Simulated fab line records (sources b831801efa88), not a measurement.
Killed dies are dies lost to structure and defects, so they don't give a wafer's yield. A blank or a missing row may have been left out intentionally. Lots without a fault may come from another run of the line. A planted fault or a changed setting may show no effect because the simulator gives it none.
Tool commonality check / flow sfq line / Lots sampled 13, wafers sampled 39

== REASON FOR OPENING ==
4 of 13 lots carry a flag on the reading I5_OVL at SFQ_I5_OVL_MEAS_936. Fault-free wafers read 4 nm, with a standard deviation of 6.5.
Rule: a lot gets a flag if all its wafers with a number sit over 4 standard deviations from that mean, or if no wafer of it has a number. As for the other lots, they are considered sound.

lot=L106; measured=day 62 00:37; on=overlay-02; I5_OVL (nm), wafer by wafer=14 4 3; flag=
lot=L107; measured=day 62 03:01; on=overlay-02; I5_OVL (nm), wafer by wafer=-3 -1 -6; flag=
lot=L108; measured=day 62 05:26; on=overlay-02; I5_OVL (nm), wafer by wafer=-8 -6 -9; flag=
lot=L109; measured=day 62 06:57; on=overlay-01; I5_OVL (nm), wafer by wafer=9 10 11; flag=
lot=L110; measured=day 67 19:07; on=overlay-02; I5_OVL (nm), wafer by wafer=1 2 -3; flag=
lot=L111; measured=day 67 21:32; on=overlay-02; I5_OVL (nm), wafer by wafer=0 -6 0; flag=
lot=L112; measured=day 67 22:43; on=overlay-02; I5_OVL (nm), wafer by wafer=4 0 4; flag=
lot=L113; measured=day 67 23:55; on=overlay-02; I5_OVL (nm), wafer by wafer=-3 -6 2; flag=
lot=L114; measured=day 68 05:46; on=overlay-01; I5_OVL (nm), wafer by wafer=5 3 9; flag=
lot=L117; measured=day 68 18:56; on=overlay-01; I5_OVL (nm), wafer by wafer=147 151 147; flag=FLAGGED
lot=L118; measured=day 68 21:19; on=overlay-01; I5_OVL (nm), wafer by wafer=137 142 135; flag=FLAGGED
lot=L119; measured=day 68 23:43; on=overlay-01; I5_OVL (nm), wafer by wafer=133 135 137; flag=FLAGGED
lot=L120; measured=day 69 06:55; on=overlay-01; I5_OVL (nm), wafer by wafer=131 133 139; flag=FLAGGED
The mean of the flagged lots' numbers is 139 nm, +135 nm from the usual (+21 standard deviations).

== EACH LOT AND THE TOOL IT RAN ON ==
2 process steps preceding the reading are held in the record, out of 325 steps in the route. Read each cell as the tool, then ch plus the chambers that the sampled wafers visited, then the start.
lot=L106; flag=; SFQ_TRILAYER_I3_VIA_BARC_OPEN_VIA_ETCH_121=rie diel-04 ch 0,1, day 43 20:08; SFQ_TRILAYER_I5_LITHO_EXPOSE_145=krf scanner-02 ch 0, day 61 23:07
lot=L107; flag=; SFQ_TRILAYER_I3_VIA_BARC_OPEN_VIA_ETCH_121=rie diel-03 ch 0,1,3, day 44 01:04; SFQ_TRILAYER_I5_LITHO_EXPOSE_145=krf scanner-02 ch 0, day 62 01:43
lot=L108; flag=; SFQ_TRILAYER_I3_VIA_BARC_OPEN_VIA_ETCH_121=rie diel-04 ch 2,3, day 44 04:04; SFQ_TRILAYER_I5_LITHO_EXPOSE_145=krf scanner-02 ch 0, day 62 04:19
lot=L109; flag=; SFQ_TRILAYER_I3_VIA_BARC_OPEN_VIA_ETCH_121=rie diel-03 ch 2,3, day 45 01:53; SFQ_TRILAYER_I5_LITHO_EXPOSE_145=krf scanner-01 ch 0, day 62 05:39
lot=L110; flag=; SFQ_TRILAYER_I3_VIA_BARC_OPEN_VIA_ETCH_121=rie diel-04 ch 0,1,3, day 51 21:42; SFQ_TRILAYER_I5_LITHO_EXPOSE_145=krf scanner-01 ch 0, day 67 17:49
lot=L111; flag=; SFQ_TRILAYER_I3_VIA_BARC_OPEN_VIA_ETCH_121=rie diel-03 ch 0,1,2, day 51 22:55; SFQ_TRILAYER_I5_LITHO_EXPOSE_145=krf scanner-01 ch 0, day 67 20:37
lot=L112; flag=; SFQ_TRILAYER_I3_VIA_BARC_OPEN_VIA_ETCH_121=rie diel-01 ch 0,1,2, day 52 00:06; SFQ_TRILAYER_I5_LITHO_EXPOSE_145=krf scanner-01 ch 0, day 67 21:25
lot=L113; flag=; SFQ_TRILAYER_I3_VIA_BARC_OPEN_VIA_ETCH_121=rie diel-04 ch 1,2,3, day 52 01:18; SFQ_TRILAYER_I5_LITHO_EXPOSE_145=krf scanner-01 ch 0, day 67 22:25
lot=L114; flag=; SFQ_TRILAYER_I3_VIA_BARC_OPEN_VIA_ETCH_121=rie diel-04 ch 1,2,3, day 52 04:55; SFQ_TRILAYER_I5_LITHO_EXPOSE_145=krf scanner-02 ch 0, day 68 04:13
lot=L117; flag=FLAGGED; SFQ_TRILAYER_I3_VIA_BARC_OPEN_VIA_ETCH_121=rie diel-01 ch 1,2, day 53 15:43; SFQ_TRILAYER_I5_LITHO_EXPOSE_145=krf scanner-02 ch 0, day 68 17:49
lot=L118; flag=FLAGGED; SFQ_TRILAYER_I3_VIA_BARC_OPEN_VIA_ETCH_121=rie diel-04 ch 2,3, day 53 18:07; SFQ_TRILAYER_I5_LITHO_EXPOSE_145=krf scanner-02 ch 0, day 68 19:49
lot=L119; flag=FLAGGED; SFQ_TRILAYER_I3_VIA_BARC_OPEN_VIA_ETCH_121=rie diel-03 ch 0,1, day 53 19:19; SFQ_TRILAYER_I5_LITHO_EXPOSE_145=krf scanner-02 ch 0, day 68 22:13
lot=L120; flag=FLAGGED; SFQ_TRILAYER_I3_VIA_BARC_OPEN_VIA_ETCH_121=rie diel-03 ch 0,1,2, day 54 00:07; SFQ_TRILAYER_I5_LITHO_EXPOSE_145=krf scanner-02 ch 0, day 69 05:37
These steps, and what they do:
- SFQ_TRILAYER_I3_VIA_BARC_OPEN_VIA_ETCH_121: etches BARC in O2, target depth 125 nm, time 41.7 s.
- SFQ_TRILAYER_I5_LITHO_EXPOSE_145: exposes mask I5, target cd 700 nm.
- SFQ_I5_OVL_MEAS_936

== FLAGGED OVER TOTAL, TOOL BY TOOL (the gauges that took the reading come last) ==
step=SFQ_TRILAYER_I3_VIA_BARC_OPEN_VIA_ETCH_121; tool=rie diel-01; lots run=2; flagged=1; share of the flagged lots=some; sound lots run after its first flagged lot=0
step=SFQ_TRILAYER_I3_VIA_BARC_OPEN_VIA_ETCH_121; tool=rie diel-03; lots run=5; flagged=2; share of the flagged lots=some; sound lots run after its first flagged lot=0
step=SFQ_TRILAYER_I3_VIA_BARC_OPEN_VIA_ETCH_121; tool=rie diel-04; lots run=6; flagged=1; share of the flagged lots=some; sound lots run after its first flagged lot=0
step=SFQ_TRILAYER_I5_LITHO_EXPOSE_145; tool=krf scanner-01; lots run=5; flagged=0; share of the flagged lots=none; sound lots run after its first flagged lot=-
step=SFQ_TRILAYER_I5_LITHO_EXPOSE_145; tool=krf scanner-02; lots run=8; flagged=4; share of the flagged lots=all; sound lots run after its first flagged lot=0
step=SFQ_I5_OVL_MEAS_936; tool=overlay-01; lots run=6; flagged=4; share of the flagged lots=all; sound lots run after its first flagged lot=0
step=SFQ_I5_OVL_MEAS_936; tool=overlay-02; lots run=7; flagged=0; share of the flagged lots=none; sound lots run after its first flagged lot=-

== WHAT THE TABLE ALLOWS ==
In 2 table rows, all flagged lots were run: krf scanner-02 (SFQ_TRILAYER_I5_LITHO_EXPOSE_145), overlay-01 (SFQ_I5_OVL_MEAS_936).
- krf scanner-02 at SFQ_TRILAYER_I5_LITHO_EXPOSE_145 ran 8 lots, 4 of them flagged. Its last sound lot is L114 (day 68 04:13), its first flagged lot L117 (day 68 17:49): a fault that began between those two fits.
- overlay-01 at SFQ_I5_OVL_MEAS_936 ran 6 lots, 4 of them flagged. Its last sound lot is L114 (day 68 05:46), its first flagged lot L117 (day 68 18:56): a fault that began between those two fits.
A lot count leaves these 2 tools indistinguishable: every one of them fits a fault beginning at some hour. More lots, or a look at what each step does to the wafer, might.

== WHAT THE SIMULATOR HAD INSERTED ==
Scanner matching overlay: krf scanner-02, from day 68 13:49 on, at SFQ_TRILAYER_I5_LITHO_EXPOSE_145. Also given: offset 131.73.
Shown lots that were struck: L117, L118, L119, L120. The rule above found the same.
